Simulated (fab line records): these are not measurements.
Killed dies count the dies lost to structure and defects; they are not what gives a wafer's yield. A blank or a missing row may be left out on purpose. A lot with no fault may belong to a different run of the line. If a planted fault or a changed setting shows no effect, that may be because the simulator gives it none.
Matching of chambers | flow sky130 | SKY_VIA4_CMP_02 on cmp-01: 4 sister chambers
The step polishes SiO2. 33 wafers are shown with their chamber, then 12 later ones without.

## WAFERS, EACH WITH ITS CHAMBER
wafer  | chamber | motor current A (A) | slurry flow ml min
L074.1 | 2       | 10.7                | 150.3
L074.3 | 3       | 12.2                | 149.2
L074.6 | 3       | 11.5                | 149.3
L077.1 | 2       | 10.9                | 150.1
L077.4 | 3       | 11.9                | 150.0
L077.5 | 0       | 12.9                | 149.8
L078.2 | 1       | 10.7                | 150.4
L078.3 | 2       | 10.9                | 148.9
L078.5 | 3       | 11.8                | 149.8
L081.3 | 0       | 12.9                | 150.1
L081.4 | 3       | 12.1                | 149.9
L081.6 | 2       | 11.9                | 149.2
L082.2 | 1       | 10.4                | 150.1
L082.3 | 0       | 13.4                | 150.4
L082.5 | 2       | 11.5                | 150.1
L083.2 | 0       | 12.8                | 149.0
L083.5 | 1       | 10.8                | 149.6
L083.6 | 0       | 12.0                | 150.0
L084.1 | 3       | 12.0                | 150.2
L084.2 | 1       | 10.8                | 149.9
L084.5 | 3       | 12.3                | 150.6
L086.1 | 1       | 10.7                | 149.2
L086.2 | 2       | 11.2                | 149.7
L086.6 | 3       | 11.5                | 150.4
L088.2 | 2       | 11.0                | 149.3
L088.3 | 0       | 13.1                | 149.4
L088.5 | 2       | 11.2                | 150.6
L089.1 | 2       | 11.2                | 149.4
L089.4 | 1       | 11.1                | 150.0
L089.5 | 0       | 13.0                | 149.9
L090.3 | 3       | 11.8                | 150.0
L090.4 | 0       | 12.7                | 149.5
L090.6 | 1       | 10.9                | 150.1

SIGNATURES, as means of the wafers listed above
reading            | chamber 0 | chamber 1 | chamber 2 | chamber 3 | scatter within a chamber
motor current A    | 12.850    | 10.771    | 11.167    | 11.900    | 0.327
slurry flow ml min | 149.762   | 149.900   | 149.733   | 149.933   | 0.478
Rule: for a wafer and a chamber, the distance is found by dividing, reading by reading, the gap between the wafer's reading and the chamber's mean by the reading's scatter, squaring, summing and taking the root. The wafer belongs to the nearest chamber; if the next one is less than 2 further off, it can't be placed. How the scatter is found: for the shown wafers, subtract from each reading the mean of its chamber, square and add these, divide the total by (wafers less chambers), then take the root.

## WAFERS WHOSE CHAMBER IS MISSING
wafer  | motor current A (A) | slurry flow ml min
L091.1 | 12.7                | 149.5
L091.2 | 11.1                | 149.5
L091.4 | 10.3                | 149.5
L094.1 | 10.6                | 150.6
L094.5 | 10.7                | 149.7
L094.6 | 10.2                | 149.3
L093.1 | 11.9                | 149.9
L093.2 | 12.4                | 149.8
L093.6 | 11.5                | 150.0
L097.1 | 10.6                | 150.2
L097.3 | 12.6                | 149.7
L097.5 | 12.5                | 149.6

## WHICH CHAMBER EACH ONE RAN IN
wafer  | from the rows above          | in truth
L091.1 | can't be placed: 0 or 3      | 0
L091.2 | can't be placed: 2 or 1      | 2
L091.4 | can't be placed: 1 or 2      | 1
L094.1 | can't be placed: 1 or 2      | 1
L094.5 | can't be placed: 1 or 2      | 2
L094.6 | can't be placed: 1 or 2      | 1
L093.1 | 3                            | 3
L093.2 | can't be placed: 0 or 3      | 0
L093.6 | can't be placed: 2 or 3 or 1 | 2
L097.1 | can't be placed: 1 or 2      | 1
L097.3 | can't be placed: 0 or 3      | 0
L097.5 | can't be placed: 0 or 3      | 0
Placed correctly: 1 of 12. Can't be placed from these rows: 11 (the true chamber is among the candidates in 11). Number placed wrongly: 0.
